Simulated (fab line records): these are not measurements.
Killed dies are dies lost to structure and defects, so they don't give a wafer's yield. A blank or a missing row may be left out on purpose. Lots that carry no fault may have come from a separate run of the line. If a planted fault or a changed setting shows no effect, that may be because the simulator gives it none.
Which of the tools did it?	flow sky130	13 lots, 39 wafers sampled, at 3 steps of a route of 708

WHAT EACH GAUGE READ, for each wafer
SKY_SD_N_OVL_MEAS_08. Usual: for SD_N_OVL the level is 1.9 nm and the standard deviation is 1.3.
lot	measured	on	SD_N_OVL (nm)	flag
L821	day 28 01:57	overlay-01	2.8 2.5 2.9	
L823	day 29 04:47	overlay-02	2.0 2.3 1.8	
L825	day 29 13:10	overlay-02	1.0 2.9 1.6	
L824	day 29 13:41	overlay-02	0.5 0.0 0.3	
L828	day 30 15:04	overlay-02	-0.3 -0.2 1.4	
L829	day 31 05:43	overlay-02	0.6 3.8 1.5	
L831	day 31 11:07	overlay-02	1.8 1.2 2.8	
L833	day 32 07:42	overlay-01	0.8 1.4 -0.2	
L835	day 33 02:56	overlay-02	3.7 4.0 2.5	
L837	day 33 15:22	overlay-02	0.8 0.6 1.6	
L838	day 33 17:28	overlay-01	4.6 1.9 3.0	
L843	day 36 12:56	overlay-01	1.3 1.3 1.1	
L842	day 36 16:28	overlay-01	2.0 2.3 2.1	

SKY_SD_N_RS_MEAS_17: measures by four-point-probe. Usual: for SD_P_RS the level is 147.1 ohm/sq and the standard deviation is 0.4.
lot	measured	on	SD_P_RS (ohm/sq)	flag
L821	day 28 02:49	filmMetro-02	147.3 147.3 146.7	
L823	day 29 06:30	filmMetro-03	147.5 147.6 146.8	
L825	day 29 14:01	filmMetro-02	147.3 147.3 147.0	
L824	day 29 14:33	filmMetro-03	147.2 146.8 146.8	
L828	day 30 15:56	filmMetro-02	147.0 146.8 146.4	
L829	day 31 06:36	filmMetro-02	146.1 146.3 146.6	
L831	day 31 11:58	filmMetro-04	146.8 146.8 147.3	
L833	day 32 08:32	filmMetro-02	146.9 147.0 147.0	
L835	day 33 03:48	filmMetro-03	147.2 148.1 147.7	
L837	day 33 16:14	filmMetro-04	147.4 147.4 147.6	
L838	day 33 18:20	filmMetro-04	147.3 147.0 147.4	
L843	day 36 13:47	filmMetro-03	146.6 146.5 146.7	
L842	day 36 17:19	filmMetro-02	147.5 147.0 147.5	

SKY_LOCAL_INTERCONNECT_THK_MEAS_02: measures by xrf. Usual: for LOCAL_INTERCONNECT_TIN_THK the level is 101.3 nm and the standard deviation is 1.3.
lot	measured	on	LOCAL_INTERCONNECT_TIN_THK (nm)	flag
L821	day 29 09:13	filmMetro-01	100.7 99.4 100.6	
L823	day 30 13:12	filmMetro-02	102.5 100.8 102.8	
L825	day 30 20:27	filmMetro-01	102.8 103.0 102.8	
L824	day 30 20:43	filmMetro-04	100.8 100.5 100.6	
L828	day 31 22:22	filmMetro-04	99.6 99.9 99.4	
L829	day 32 12:20	filmMetro-04	101.0 102.6 100.9	
L831	day 32 17:09	filmMetro-02	103.4 100.4 101.0	
L833	day 33 13:55	filmMetro-01	100.6 99.8 100.0	
L835	day 34 07:39	filmMetro-04	98.0 98.1 98.9	
L837	day 34 20:37	filmMetro-02	102.3 102.3 102.2	
L838	day 34 22:53	filmMetro-01	98.4 99.2 100.1	
L843	day 37 17:55	filmMetro-02	100.8 101.6 101.8	
L842	day 37 21:51	filmMetro-04	100.3 100.5 101.7	

WHICH TOOL RAN EACH LOT (tool, then ch and the chambers of the sampled wafers, then the start)
There is no process step in the record ahead of these readings.

WHAT THE TOOLS THEMSELVES READ (means of the sampled wafers that have a number; where no wafer has one, the mark that the record gives instead)
The record holds no such reading with a usual standard deviation.

THE ANSWER, worked out from the rows above alone
Rule: a lot counts as off when the mean over its wafers that have a number is more than 3 standard deviations away from the usual mean. Also off: a lot with no number at a reading for which 4 or more lots have one. Where the step has rows for the other lots, those lots are counted as sound. After the gauges, taken in route order, come the tools' own readings; for these a lot's mean is taken, as printed above. At the first step where some lot is off, the reading lying furthest off is the one used; lots without a number count as furthest.
None of the lots is off at any reading shown; this tells nothing.

WHAT WAS PUT IN BY THE SIMULATOR
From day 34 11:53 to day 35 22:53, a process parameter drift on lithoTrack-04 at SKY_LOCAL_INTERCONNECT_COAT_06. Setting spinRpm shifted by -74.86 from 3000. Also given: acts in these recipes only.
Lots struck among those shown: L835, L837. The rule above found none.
